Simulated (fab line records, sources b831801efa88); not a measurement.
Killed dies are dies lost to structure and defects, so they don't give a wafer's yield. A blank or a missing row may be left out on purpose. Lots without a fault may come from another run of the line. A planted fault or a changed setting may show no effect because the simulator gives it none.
Split-lot experiment | flow gf180mcu | 5 lots, 23 wafers read, on a route of 602 steps

THE SPLIT
At GF_V5_SPUTTER_21 (material Ti, target thk 15 nm, time 80.02 s), the setting power_w was moved away from the recipe's 2500 W on 5 of the 23 wafers read, by -7.6% to -4.9%. The other wafers ran this setting at the recipe's value.

The reading is taken at the split's own step.

THE READING
Ti_of_V5_SPUTTER_21.thk_nm (the simulator's own value, which no gauge read), in nm, at GF_V5_SPUTTER_21 (material Ti, target thk 15 nm, time 80.02 s). The file gives no usual value for it. The 18 wafers here that ran the recipe average 14.91 nm, standard deviation 0.29 nm.

wafer  | tool, chamber at the split | power_w as run, W | against the recipe | Ti_of_V5_SPUTTER_21.thk_nm, nm | against lot-mates on the recipe
L074.2 | pvd_sputter-03, -          | 2378              | -4.9%              | 13.93                          | -0.96
L074.3 | pvd_sputter-03, -          | 2500              | recipe             | 14.92                          | -
L074.5 | pvd_sputter-03, -          | 2500              | recipe             | 14.92                          | -
L074.4 | pvd_sputter-03, -          | 2500              | recipe             | 14.82                          | -
L074.6 | pvd_sputter-03, -          | 2378              | -4.9%              | 14.04                          | -0.85
L076.1 | pvd_sputter-04, -          | 2500              | recipe             | 14.83                          | -
L076.3 | pvd_sputter-04, -          | 2500              | recipe             | 14.66                          | -
L076.6 | pvd_sputter-04, -          | 2500              | recipe             | 14.89                          | -
L077.1 | pvd_sputter-04, -          | 2310              | -7.6%              | 13.82                          | -1.30
L077.2 | pvd_sputter-04, -          | 2310              | -7.6%              | 14                             | -1.12
L077.4 | pvd_sputter-04, -          | 2310              | -7.6%              | 13.89                          | -1.23
L077.5 | pvd_sputter-04, -          | 2500              | recipe             | 15.08                          | -
L077.6 | pvd_sputter-04, -          | 2500              | recipe             | 15.17                          | -
L079.2 | pvd_sputter-02, -          | 2500              | recipe             | 14.6                           | -
L079.3 | pvd_sputter-02, -          | 2500              | recipe             | 14.58                          | -
L079.4 | pvd_sputter-02, -          | 2500              | recipe             | 14.68                          | -
L079.5 | pvd_sputter-02, -          | 2500              | recipe             | 14.48                          | -
L079.6 | pvd_sputter-02, -          | 2500              | recipe             | 14.41                          | -
L083.1 | pvd_sputter-04, -          | 2500              | recipe             | 15.16                          | -
L083.2 | pvd_sputter-04, -          | 2500              | recipe             | 15.3                           | -
L083.3 | pvd_sputter-04, -          | 2500              | recipe             | 15.42                          | -
L083.4 | pvd_sputter-04, -          | 2500              | recipe             | 15.11                          | -
L083.5 | pvd_sputter-04, -          | 2500              | recipe             | 15.26                          | -

THE FIT
A straight line over all 23 wafers: Ti_of_V5_SPUTTER_21.thk_nm changes by +0.143 nm for each +1% of power_w; r = +0.83; the points scatter about the line by 0.28 nm.
The same after taking each lot's own level away (the mean of its wafers on the recipe; 23 wafers): +0.165 nm for each +1%; r = +0.98; scatter 0.094 nm.
On that fit, the largest move of power_w shifts the reading by 1.3 nm.
The lots' own levels span 14.550 to 15.250 nm, that is 2.4 times the standard deviation above.
So the lot-to-lot level changes the slope: the two fits differ.
Check: with one of the wafers moved furthest among these (-7.6%) left out of the fit, the line predicts -1.24 nm for it against its lot-mates. It came out at -1.3 nm against them.

OTHER SPLITS ON THESE WAFERS
These wafers also went through other splits before the reading. Each is held against what the fit with the lots' levels taken away leaves over:
other split on the same wafers  | wafers away from the commonest value | r with Ti_of_V5_SPUTTER_21.thk_nm (lot level and that fit taken away)
GF_M4_SPUTTER_00 time_s         | 10                                   | +0.07
GF_M4_SPUTTER_01 time_s         | 7                                    | -0.03
GF_M4_METAL_ETCH_16 time_s      | 10                                   | +0.16
GF_M4_STRIP_17 pressure_mtorr   | 18                                   | +0.06
GF_V4_PEB_12 peb_temp_c         | 5                                    | +0.15
GF_V4_ETCH_17 bias_w            | 8                                    | -0.23
GF_V5_CMP_04 leave_above_ref_nm | 11                                   | +0.02
GF_V5_ETCH_17 source_w          | 9                                    | +0.32

THE FILE'S OWN FIT
Ti_of_V5_SPUTTER_21.thk_nm changes by +0.167 nm for each +1% of power_w, r = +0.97.
